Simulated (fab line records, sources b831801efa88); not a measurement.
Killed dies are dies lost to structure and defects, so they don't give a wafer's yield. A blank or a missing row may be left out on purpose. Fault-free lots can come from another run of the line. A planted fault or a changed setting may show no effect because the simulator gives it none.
A lot that was struck, set against a sound lot || flow gf180mcu || 16 out of 602 route steps
Sound: the wafers L843.2, L843.3, L843.6. The struck wafers were L857.2, L857.3, L857.6. At the end, the cause is stated.
Per side, at each step with rows, come the tool, then ch with its chambers, and then its first start. Under that, the readings that differ: sound wafers || struck wafers || difference of the means || sigmas: that difference in standard deviations of wafers without a fault.
alike: readings with means less than 2 such deviations apart, plus words and numbers identical on both sides. not compared: withheld readings, readings lacking a value on some wafer, bounds such as >300 that could conceal the same value, and numbers that have no deviation in the record and whose values overlap.
Wherever a step has rows on one side only, a row that says differs or no value, or a row with sigmas, the two part there. Non-overlapping numbers with no deviation appear without sigmas and do not part them. A reading that every wafer of one side lacks parts them only if that side has two wafers or more.

first, 2 steps without rows for these wafers: GF_MVSD_IMPLANT_08; GF_MVSD_IMPLANT_09.
GF_MVSD_STRIP_10: strips in O2/N2.
  sound on plasmaAsher-01 ch 0,1, day 5 19:25; struck on plasmaAsher-01 ch 0,1, day 9 04:59
  alike: drypumpMotorCurrentA, heaterPowerW, oesProductAu, stripTimeToEndpointS
  not compared: rfHoursCounterH
GF_MVSD_TW_MEAS_11:
  struck on filmMetro-04, day 9 05:06; sound on filmMetro-04, day 5 19:31
  alike: MVSD_TW
then, 7 steps without rows for these wafers: GF_MVPSD_DEHYDRATE_00 (time 60 s); GF_MVPSD_HMDS_01 (prime time 60 s); GF_MVPSD_COAT_02 (resist thk 3000 nm); GF_MVPSD_SOFTBAKE_03; GF_MVPSD_EXPOSE_04 (exposes mask MVPSD, target cd 1000 nm); GF_MVPSD_PEB_05; GF_MVPSD_DEVELOP_06 (develop time 60 s).
GF_MVPSD_OVL_MEAS_07:
  struck on overlay-01, day 9 22:10; sound on overlay-01, day 6 09:49
  alike: MVPSD_OVL
GF_MVPSD_IMPLANT_08:
  struck on implanter-01, day 9 22:14; sound on implanter-01 ch 0, day 6 09:52
  no value came back on the struck wafers for beamEnergyKeV, beamOnS (s), faradayCurrentUA; on the sound wafers beamEnergyKeV reads 170.02 170.09 170.02
next, for these wafers, 1 step has no rows: GF_MVPSD_IMPLANT_09.
GF_MVPSD_STRIP_10: strips in O2/N2.
  sound on plasmaAsher-03 ch 0,1, day 6 10:08; struck on plasmaAsher-01 ch 0,1, day 9 22:30
{"reading": "stripTimeToEndpointS (s)", "sound": "37.27 37.18 37.10", "struck": "36.80 36.82 36.90", "difference": -0.34, "sigmas": -3}
  alike: drypumpMotorCurrentA, heaterPowerW, oesProductAu
  not compared: rfHoursCounterH
GF_MVPSD_TW_MEAS_11:
  struck on filmMetro-01, day 9 22:50; sound on filmMetro-04, day 6 10:15
{"reading": "MVPSD_TW", "sound": "555 552 553", "struck": "319 320 318", "difference": -234, "sigmas": -59}
  not compared: hold

== WHERE THEY PART ==
First at GF_MVPSD_IMPLANT_08; last, within this record, at GF_MVPSD_TW_MEAS_11.

WHY: what had been put in by the simulator
At GF_MVPSD_IMPLANT_08, the step was skipped entirely on implanter-01 from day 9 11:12 on. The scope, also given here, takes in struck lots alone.
